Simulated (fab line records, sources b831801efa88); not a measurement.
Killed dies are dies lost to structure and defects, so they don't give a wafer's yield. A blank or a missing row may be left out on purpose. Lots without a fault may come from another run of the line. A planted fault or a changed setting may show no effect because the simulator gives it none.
One fault seen from 2 desks | flow gf180mcu | each desk has only its own numbers; what lay behind them comes last

THE TOOL OWNER'S DESK: implanter-01
The tool's own readings at GF_HV_LDD_IMPLANT_33: means of the sampled wafers that have a number, for each lot that ran on this tool. A lot is out of limits, marked OUT, if its mean lies more than 4 standard deviations from the usual mean; the brackets give that distance.
Columns: A = beam_on_s at GF_HV_LDD_IMPLANT_33, usual 9.98 s; B = faraday_current_uA at GF_HV_LDD_IMPLANT_33, usual 42.4
lot  | first seen here | A               | B
L794 | day 12 12:37    | 9.84            | 43.1
L796 | day 13 03:55    | 9.91            | 42.7
L797 | day 13 13:27    | 10.12           | 42.0
L810 | day 17 17:27    | 8.35 (-8.2) OUT | 50.8 (+10) OUT
L811 | day 18 02:41    | 8.30 (-8.4) OUT | 50.9 (+10) OUT
This desk's finding: out of limits on L810, L811; first on L810, day 17 17:27 (beam_on_s at GF_HV_LDD_IMPLANT_33). In limits: L794, L796, L797.

THE METROLOGY DESK
What the gauges read, lot by lot, whatever tool the lot ran on: means of the sampled wafers that have a number. A lot is out of limits, marked OUT, if its mean lies more than 4 standard deviations from the usual mean; the brackets give that distance.
Columns: A = MVSD_RS at GF_VT_IMPLANT_RS_MEAS_46, usual 456.7 ohm/sq; B = HV_LDD_3_TW at GF_HV_LDD_TW_MEAS_38, usual 1430; C = HV_LDD_RS at GF_HV_LDD_RS_MEAS_53, usual 418.3 ohm/sq
lot  | first seen here | A     | B    | C
L791 | day 7 16:21     | 456.3 | 1417 | 418.3
L793 | day 8 04:21     | 456.4 | 1425 | 417.6
L794 | day 8 10:39     | 456.4 | 1435 | 417.5
L795 | day 8 19:01     | 456.8 | 1435 | 419.7
L796 | day 8 22:23     | 456.1 | 1436 | 418.3
L797 | day 9 06:19     | 457.4 | 1441 | 419.0
L798 | day 9 10:27     | 456.9 | 1417 | 418.2
L799 | day 9 18:31     | 455.7 | 1425 | 418.2
L806 | day 11 18:59    | 457.5 | 1423 | 418.7
L810 | day 12 20:52    | 457.3 | 1414 | 421.0
L811 | day 13 05:14    | 457.6 | 1410 | 420.7
L813 | day 13 17:14    | 456.2 | 1429 | 418.1
This desk's finding: nothing out of limits on any of the 12 lots.

PUT TOGETHER
The tool owner's desk could have raised an alarm at day 17 17:27, on L810, L811.
The metrology desk saw nothing out of limits.
The metrology desk has L810, L811 on record, within its limits.
Of the lots named, all ran GF_HV_LDD_IMPLANT_33 on implanter-01.

WHAT THE SIMULATOR HAD PUT IN
Process parameter drift: implanter-01, from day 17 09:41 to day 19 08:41, at GF_HV_LDD_IMPLANT_33. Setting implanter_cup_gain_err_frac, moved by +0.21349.
Lots struck among those shown: L810, L811.
Hours from the fault's start to each desk's first reading out of limits: the tool owner's desk, 8.
